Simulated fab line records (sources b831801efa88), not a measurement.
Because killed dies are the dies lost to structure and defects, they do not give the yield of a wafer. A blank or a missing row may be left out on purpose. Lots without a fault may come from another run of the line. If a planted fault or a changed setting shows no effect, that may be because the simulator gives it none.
Problem report in the 8D (eight disciplines) form, filled by code + flow gf180mcu + the parts of the form that need people (team, actions taken, sign-off) are left out

1. THE ISSUE
Mean of oes_product_au at GF_POLY_GATE_ETCH_13: 0.828 a.u. across 4 wafers in 3 lots; on wafers with no fault it is 0.992 a.u. (standard deviation 0.0075). Measured from the usual mean, that is -22 standard deviations.
The step: etches poly-Si in HBr/Cl2, stops on SiO2, target depth 198.5 nm, time 69.6 s.
The first sign was on wafer L554.2 at day 11 21:58, on rie_si-01. Wafers with a number at this step in the record: 40, from 14 lots. Rule for "out", or "out of limits": more than 4 standard deviations from the usual mean. Any other wafer with a number is counted as sound.

2. WHAT IT IS, AND WHAT IT ISN'T
| question                    | is                             | is not                                                                                                         |
|-----------------------------|--------------------------------|----------------------------------------------------------------------------------------------------------------|
| which readings at this step | oes_product_au                 | bias_w, drypump_motor_current_A, throttle_valve_pct                                                            |
| which lots                  | L554, L555, L556               | L548, L550, L551, L552, L553, L564, L565, L566, L567, L568, L569                                               |
| which wafers of those lots  | L554.2, L554.3, L555.2, L556.2 | L554.6, L555.1, L556.4                                                                                         |
| read on which tools         | rie_si-01                      | rie_si-02                                                                                                      |
| when                        | from day 11 21:58              | up to then (16 sound wafers); but 20 sound wafers of L555, L556, L564, L565, L566, L567, L568, L569 came after |

3. THE SUSPECTS, EACH WITH WHAT RULES IT OUT
Counting: a tool at a process step up to the reading stays a suspect if it ran every lot that is out. Sound lots after the first of them don't rule it out here, since some wafers of a struck lot are sound.
- rie_si-01 at GF_POLY_GATE_ETCH_13 (etches poly-Si in HBr/Cl2, stops on SiO2, target depth 198.5 nm, time 69.6 s): kept. Ran every lot that is out, first one L554 (day 11 21:58); last sound lot up to then L553 (day 11 03:26). Its own readings are out on those wafers: oes_product_au.
Remaining after the count: rie_si-01 at GF_POLY_GATE_ETCH_13.

4. THE CAUSE (what the simulator had put in)
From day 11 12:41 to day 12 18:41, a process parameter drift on rie_si-01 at GF_POLY_GATE_ETCH_13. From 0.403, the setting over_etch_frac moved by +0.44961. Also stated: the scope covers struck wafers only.
Counting left only this tool.

5. SEQUENCE OF EFFECTS, ordered by route
One row per reading whose mean, taken over the struck wafers that have a number, lies over 3 standard deviations from the usual. Only readings whose record carries a usual standard deviation are examined. hours: median over the lots of the time between each lot's start at the first step of this table that gives one and its start at this step. sigmas: the change, counted in usual standard deviations.
| hours | step                 | reading        | usual      | on struck wafers | change | sigmas |
|-------|----------------------|----------------|------------|------------------|--------|--------|
| 0     | GF_POLY_GATE_ETCH_13 | oes_product_au | 0.992 a.u. | 0.828            | -0.164 | -22    |
It contains these process steps:
- GF_POLY_GATE_ETCH_13: etches poly-Si in HBr/Cl2, stops on SiO2, target depth 198.5 nm, time 69.6 s.
At these later measuring or inspecting steps, every struck wafer for which the step has a row has a number for every such reading, and none has moved that far: GF_V2_THK_MEAS_25.

6. WHAT WOULD HAVE CAUGHT IT SOONER
First out-of-limits reading in this record: day 11 21:58, which is 9 hours after fault onset at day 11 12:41.
